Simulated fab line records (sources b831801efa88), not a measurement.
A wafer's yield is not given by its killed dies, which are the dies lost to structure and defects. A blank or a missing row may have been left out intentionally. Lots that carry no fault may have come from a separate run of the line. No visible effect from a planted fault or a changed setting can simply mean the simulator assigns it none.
Problem report in the 8D (eight disciplines) form, filled by code	flow sfq line	the parts of the form that need people (team, actions taken, sign-off) are left out

## 1. PROBLEM STATEMENT
tube center temp C at SFQ_TRILAYER_INCOMING_OXIDATION_002 reads a mean of 1011 C on 6 wafers of 2 lots; wafers without a fault read 1000 C with a standard deviation of 0.078. So: +99 or more standard deviations from the usual mean.
The step: target thk 500 nm, ox time 4939 s.
First seen on wafer L890.1, day 3 22:07, on furnace-02. At this step, 42 wafers from 14 lots have a number in the record. The rule behind "out" and "out of limits": a value lying over 4 standard deviations away from the usual mean. The rest of the wafers with a number are treated as sound.

## 2. WHAT THIS IS AND IS NOT
question	is	is not
which readings at this step	tube center temp C, spike tc bottom C, spike tc centre C, spike tc lower C, spike tc upper C, tube_center_temp_C_max	-
which lots	L890, L893	L878, L879, L880, L881, L882, L883, L884, L885, L887, L894, L898, L900
which wafers of those lots	all that have a number	-
read on which tools	furnace-02	furnace-01
when	from day 3 22:07	up to then (27 sound wafers); but 9 sound wafers of L894, L898, L900 came after

## 3. THE SUSPECTS, EACH WITH WHAT RULES IT OUT
Counting: a tool stays on the suspect list if, at a process step up to the reading, it processed all lots that are out and no sound lot following the first of them.
- furnace-02 at SFQ_TRILAYER_INCOMING_OXIDATION_002 (target thk 500 nm, ox time 4939 s): kept. Every lot that is out went through it, starting with L890 (day 3 22:07), and after that it ran no sound lot; the last sound lot it ran before then is L884 (day 2 16:07). Its own readings are out on those wafers: spike tc bottom C, spike tc centre C, spike tc lower C, spike tc upper C, tube center temp C, tube_center_temp_C_max.
Remaining after the count: furnace-02 at SFQ_TRILAYER_INCOMING_OXIDATION_002.

## 4. THE CAUSE (what the simulator had put in)
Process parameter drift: furnace-02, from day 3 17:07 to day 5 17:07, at SFQ_TRILAYER_INCOMING_OXIDATION_002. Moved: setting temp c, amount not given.
Counting left only this tool.

## 5. THE EFFECT CHAIN, in route order
Each row: a reading where the mean over the struck wafers with a number is more than 3 standard deviations away from the usual. Only readings for which the record gives a usual standard deviation are gone through. hours: the time from each lot's start at the first step in this table that gives one to its start at this step, as a median over the lots. sigmas: the change in usual standard deviations.
hours	step	reading	usual	on struck wafers	change	sigmas
0	SFQ_TRILAYER_INCOMING_OXIDATION_002	spike tc bottom C	1017.9 C	1028.5	+10.6	+9.7
0	SFQ_TRILAYER_INCOMING_OXIDATION_002	spike tc centre C	1001.1 C	1011.6	+10.5	+9.5
0	SFQ_TRILAYER_INCOMING_OXIDATION_002	spike tc lower C	1001.4 C	1011.6	+10.2	+7.3
0	SFQ_TRILAYER_INCOMING_OXIDATION_002	spike tc top C	1011.3 C	1020.1	+8.8	+4.4
0	SFQ_TRILAYER_INCOMING_OXIDATION_002	spike tc upper C	1000.8 C	1012.1	+11.3	+7.5
0	SFQ_TRILAYER_INCOMING_OXIDATION_002	tube center temp C	1000 C	1011	+11	+99 or more
0	SFQ_TRILAYER_INCOMING_OXIDATION_002	tube_center_temp_C_max	1002.5	1013.4	+10.9	+29
The process steps in it:
- SFQ_TRILAYER_INCOMING_OXIDATION_002: target thk 500 nm, ox time 4939 s.

## 6. HOW IT WOULD HAVE BEEN CAUGHT EARLIER
First out-of-limits reading in this record: day 3 22:07, which is 5 hours after fault onset at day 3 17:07.
